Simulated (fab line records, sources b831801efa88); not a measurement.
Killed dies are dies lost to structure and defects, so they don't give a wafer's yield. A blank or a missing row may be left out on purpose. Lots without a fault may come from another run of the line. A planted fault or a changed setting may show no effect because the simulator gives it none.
Which tool did it? | flow sky130 | 10 lots, 29 wafers sampled, at 6 steps of a route of 708

WHAT THE GAUGES READ, wafer by wafer
SKY_CONTACT_THK_MEAS_01. Usual: CONTACT_CVD_00_THK 74.4 nm, standard deviation 1.2.
lot  | measured     | on            | CONTACT_CVD_00_THK (nm) | flag
L817 | day 31 03:19 | film_metro-04 | 73.1 73.5 72.5          |
L818 | day 32 01:31 | film_metro-02 | 75.0 75.5 76.0          |
L820 | day 32 02:54 | film_metro-02 | 74.9 74.8 75.8          |
L819 | day 32 05:30 | film_metro-03 | 72.7 74.7 74.4          |
L825 | day 33 15:46 | film_metro-03 | 73.6 73.6 75.2          |
L827 | day 34 03:34 | film_metro-04 | 74.1 74.2 74.4          |
L829 | day 34 13:05 | film_metro-02 | 72.7 76.3 74.5          |
L839 | day 37 04:22 | film_metro-04 | 74.5 74.8 74.2          |
L838 | day 37 08:41 | film_metro-04 | 74.7 73.9               |
L840 | day 37 11:08 | film_metro-03 | 74.2 72.5 73.5          |

SKY_CAP2M_RS_MEAS_03: measures by four-point-probe. Usual: CAP2M_TIN_RS 6.94 ohm/sq, standard deviation 0.096.
lot  | measured     | on            | CAP2M_TIN_RS (ohm/sq) | flag
L817 | day 40 08:04 | film_metro-02 | 6.95 6.84 6.91        |
L818 | day 41 05:14 | film_metro-02 | 7.02 7.03 7.00        |
L820 | day 41 07:06 | film_metro-02 | 6.71 6.81 6.79        |
L819 | day 41 07:50 | film_metro-01 | 6.95 6.85 6.91        |
L825 | day 42 13:59 | film_metro-04 | 7.08 6.99 6.91        |
L827 | day 43 01:22 | film_metro-01 | 7.09 7.04 7.04        |
L829 | day 43 09:19 | film_metro-04 | 6.75 6.80 6.79        |
L839 | day 45 14:22 | film_metro-02 | 7.04 6.92 6.90        |
L838 | day 45 19:04 | film_metro-04 | 7.37 7.31             | OFF
L840 | day 45 19:51 | film_metro-04 | 6.92 6.91 7.09        |

SKY_CAP2M_THK_MEAS_04: measures by xrf. Usual: CAP2M_TIN_THK 200.1 nm, standard deviation 2.7.
lot  | measured     | on            | CAP2M_TIN_THK (nm) | flag
L817 | day 40 08:11 | film_metro-02 | 199.2 202.7 200.6  |
L818 | day 41 05:21 | film_metro-02 | 198.0 197.8 198.8  |
L820 | day 41 07:13 | film_metro-02 | 206.2 205.3 204.5  |
L819 | day 41 07:57 | film_metro-01 | 199.6 202.0 200.3  |
L825 | day 42 14:07 | film_metro-04 | 196.6 198.3 200.9  |
L827 | day 43 01:29 | film_metro-01 | 195.6 196.6 196.4  |
L829 | day 43 09:25 | film_metro-04 | 205.7 204.4 205.5  |
L839 | day 45 14:27 | film_metro-02 | 197.9 200.4 202.5  |
L838 | day 45 19:09 | film_metro-04 | 189.2 190.0        | OFF
L840 | day 45 19:58 | film_metro-04 | 200.3 201.1 196.8  |

WHICH TOOL RAN EACH LOT (tool, then ch and the chambers of the sampled wafers, then the start)
lot  | SKY_SD_N_STRIP_11                    | SKY_CONTACT_STRIP_19                 | SKY_CAP2M_SPUTTER_02
L817 | plasma_asher-02 ch 0,1, day 28 16:31 | plasma_asher-02 ch 0,1, day 32 08:01 | pvd_sputter-02, day 40 07:57
L818 | plasma_asher-02 ch 0,1, day 29 14:46 | plasma_asher-01 ch 0,1, day 33 05:29 | pvd_sputter-02, day 41 05:07
L820 | plasma_asher-03 ch 0,1, day 29 16:37 | plasma_asher-02 ch 0,1, day 33 06:56 | pvd_sputter-04, day 41 06:59
L819 | plasma_asher-02 ch 0,1, day 29 19:22 | plasma_asher-01 ch 0, day 33 09:23   | pvd_sputter-04, day 41 07:43
L825 | plasma_asher-01 ch 0,1, day 31 06:52 | plasma_asher-01 ch 0,1, day 34 19:31 | pvd_sputter-03, day 42 13:53
L827 | plasma_asher-01 ch 0,1, day 31 19:19 | plasma_asher-02 ch 0,1, day 35 07:20 | pvd_sputter-02, day 43 01:15
L829 | plasma_asher-03 ch 0,1, day 32 04:45 | plasma_asher-01 ch 0,1, day 35 16:43 | pvd_sputter-03, day 43 09:10
L839 | plasma_asher-02 ch 0,1, day 34 20:24 | plasma_asher-02 ch 0,1, day 38 06:50 | pvd_sputter-04, day 45 14:15
L838 | plasma_asher-01 ch 0,1, day 35 00:41 | plasma_asher-02 ch 0,1, day 38 13:16 | pvd_sputter-03, day 45 18:56
L840 | plasma_asher-01 ch 0,1, day 35 03:49 | plasma_asher-01 ch 1, day 38 13:33   | pvd_sputter-04, day 45 19:43
- SKY_SD_N_STRIP_11: strips in O2/N2.
- SKY_CONTACT_STRIP_19: strips in O2/N2.
- SKY_CAP2M_SPUTTER_02: material TiN, target thk 200 nm, time 166.7 s.

WHAT THE TOOLS THEMSELVES READ (means of the sampled wafers that have a number; where no wafer has one, the mark that the record gives instead)
SKY_SD_N_STRIP_11. Usual: drypump_motor_current_A 5.7 A, standard deviation 0.56; oes_product_au 0.527 a.u., standard deviation 0.0044; strip_time_to_endpoint_s 22.54 s, standard deviation 0.039.
lot  | tool            | drypump_motor_current_A (A) | oes_product_au (a.u.) | strip_time_to_endpoint_s (s) | flag
L817 | plasma_asher-02 | 6.4                         | 0.529                 | 22.53                        |
L818 | plasma_asher-02 | 6.0                         | 0.523                 | 22.54                        |
L820 | plasma_asher-03 | 6.0                         | 0.524                 | 22.56                        |
L819 | plasma_asher-02 | 6.0                         | 0.527                 | 22.56                        |
L825 | plasma_asher-01 | 5.2                         | 0.528                 | 22.56                        |
L827 | plasma_asher-01 | 5.5                         | 0.522                 | 22.50                        |
L829 | plasma_asher-03 | 5.8                         | 0.529                 | 22.54                        |
L839 | plasma_asher-02 | 6.3                         | 0.527                 | 22.52                        |
L838 | plasma_asher-01 | 5.3                         | 0.530                 | 22.52                        |
L840 | plasma_asher-01 | 5.2                         | 0.527                 | 22.57                        |

SKY_CONTACT_STRIP_19. Usual: drypump_motor_current_A 5.8 A, standard deviation 0.62; oes_product_au 0.380 a.u., standard deviation 0.0045; strip_time_to_endpoint_s 3.628 s, standard deviation 0.029.
lot  | tool            | drypump_motor_current_A (A) | oes_product_au (a.u.) | strip_time_to_endpoint_s (s) | flag
L817 | plasma_asher-02 | 6.0                         | 0.382                 | 3.650                        |
L818 | plasma_asher-01 | 5.5                         | 0.378                 | 3.640                        |
L820 | plasma_asher-02 | 6.0                         | 0.378                 | 3.640                        |
L819 | plasma_asher-01 | 5.8                         | 0.383                 | 3.636                        |
L825 | plasma_asher-01 | 5.5                         | 0.382                 | 3.593                        |
L827 | plasma_asher-02 | 6.0                         | 0.383                 | 3.654                        |
L829 | plasma_asher-01 | 5.5                         | 0.379                 | 3.608                        |
L839 | plasma_asher-02 | 6.3                         | 0.384                 | 3.645                        |
L838 | plasma_asher-02 | 6.2                         | 0.387                 | 3.623                        |
L840 | plasma_asher-01 | 4.9                         | 0.381                 | 3.612                        |

SKY_CAP2M_SPUTTER_02. Usual: chamber_pressure_pa 0.4000 Pa, standard deviation 0.00081; throttle_valve_pct 29.4 %, standard deviation 1.1.
lot  | tool           | chamber_pressure_pa (Pa) | throttle_valve_pct (%) | flag
L817 | pvd_sputter-02 | 0.3991                   | 28.9                   |
L818 | pvd_sputter-02 | 0.3989                   | 29.1                   |
L820 | pvd_sputter-04 | 0.3998                   | 29.6                   |
L819 | pvd_sputter-04 | 0.4004                   | 29.6                   |
L825 | pvd_sputter-03 | 0.4001                   | 30.5                   |
L827 | pvd_sputter-02 | 0.4004                   | 29.1                   |
L829 | pvd_sputter-03 | 0.3995                   | 29.8                   |
L839 | pvd_sputter-04 | 0.4008                   | 29.0                   |
L838 | pvd_sputter-03 | 0.3993                   | 30.9                   |
L840 | pvd_sputter-04 | 0.3997                   | 29.1                   |

THE ANSWER, worked out from the rows above alone
Rule: a lot is off if the mean of its wafers that have a number lies more than 3 standard deviations from the usual mean. A lot without any number at a reading at which 4 lots or more have one is off too. The other lots that the step has rows for count as sound. The gauges are gone through in route order, then the tools' own readings, and for those a lot's mean is taken as printed above. The first step at which some lot is off is used, and at that step the reading that is off furthest; a lot without a number counts as furthest.
Off: L838, at SKY_CAP2M_RS_MEAS_03 (CAP2M_TIN_RS).
A tool fits if, at a process step before that reading, it ran every lot that is off, and no sound lot after the first of them. The gauges at SKY_CAP2M_RS_MEAS_03 are tried like those tools. Can't be told from this: 2 tools fit, plasma_asher-02 at SKY_CONTACT_STRIP_19, pvd_sputter-03 at SKY_CAP2M_SPUTTER_02.

WHAT THE SIMULATOR HAD PUT IN
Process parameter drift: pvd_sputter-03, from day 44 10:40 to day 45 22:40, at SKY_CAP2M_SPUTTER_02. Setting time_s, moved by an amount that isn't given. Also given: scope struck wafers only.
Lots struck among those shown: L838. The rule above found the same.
